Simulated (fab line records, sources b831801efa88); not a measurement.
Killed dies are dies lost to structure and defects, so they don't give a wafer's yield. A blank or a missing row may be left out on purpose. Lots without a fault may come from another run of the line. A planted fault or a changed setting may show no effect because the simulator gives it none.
A struck lot beside a sound one | flow gf180mcu | 14 steps out of a route of 602
Sound: wafers L800.1, L800.5, L800.6. Struck: wafers L807.1, L807.5, L807.6. The cause comes at the end.
At each step with rows: each side's tool, then ch and its chambers, then its first start. Under that, the readings that differ: sound wafers | struck wafers | difference of the means | sigmas: that difference in standard deviations of wafers without a fault.
alike: readings whose means differ by less than 2 such deviations, and words and numbers that are the same on both sides. not compared: withheld readings, readings that some wafer has no value for, bounds like >300 that may hide the same value, and numbers for which the record gives no deviation and whose values overlap.
The two part at a step that has a row with sigmas, a row that says differs or no value, or rows on one side only. Numbers that don't overlap but have no deviation are shown without sigmas and don't part them. A reading that every wafer of one side lacks parts them only if that side has two wafers or more.

first, 3 steps without rows for these wafers: GF_VT_IMPLANT_EXPOSE_15 (exposes mask Nwell LV AREA, target cd 860 nm); GF_VT_IMPLANT_PEB_16; GF_VT_IMPLANT_DEVELOP_17 (develop time 60 s).
GF_VT_IMPLANT_OVL_MEAS_18:
  sound on overlay-01, day 8 01:28; struck on overlay-02, day 9 07:26
  alike: VT_IMPLANT_01_OVL
then, 1 step without rows for these wafers: GF_VT_IMPLANT_IMPLANT_19.
GF_VT_IMPLANT_STRIP_20: strips in O2/N2.
  sound on plasma_asher-04 ch 0,1, day 8 01:39; struck on plasma_asher-03 ch 0,1, day 9 07:37
  alike: drypump_motor_current_A, heater_power_w, o2_flow_sccm, oes_product_au, strip_time_to_endpoint_s
  not compared: rf_hours_counter_h
GF_VT_IMPLANT_TW_MEAS_21:
  sound on film_metro-04, day 8 01:45; struck on film_metro-04, day 9 07:43
  alike: VT_IMPLANT_2_TW
then, 5 steps without rows for these wafers: GF_VT_IMPLANT_DEHYDRATE_22 (time 60 s); GF_VT_IMPLANT_HMDS_23 (prime time 60 s); GF_VT_IMPLANT_COAT_24 (resist thk 1000 nm); GF_VT_IMPLANT_SOFTBAKE_25 (time 60 s); GF_VT_IMPLANT_EXPOSE_26 (exposes mask LVPWELL HV AREA, target cd 860 nm).
GF_VT_IMPLANT_PEB_27:
  sound on litho_track-01 ch 0, day 8 11:53; struck on litho_track-01, day 10 00:26
  reading         | sound          | struck | difference                    | sigmas
  exhaust_pa (Pa) | 45.3 45.2 44.5 | - - -  | no value on the struck wafers |
  not compared: chill_plate_temp_C
then, 1 step without rows for these wafers: GF_VT_IMPLANT_DEVELOP_28 (develop time 60 s).

WHERE THEY PART
Only at GF_VT_IMPLANT_PEB_27, within this record.

WHY: what the simulator had put in
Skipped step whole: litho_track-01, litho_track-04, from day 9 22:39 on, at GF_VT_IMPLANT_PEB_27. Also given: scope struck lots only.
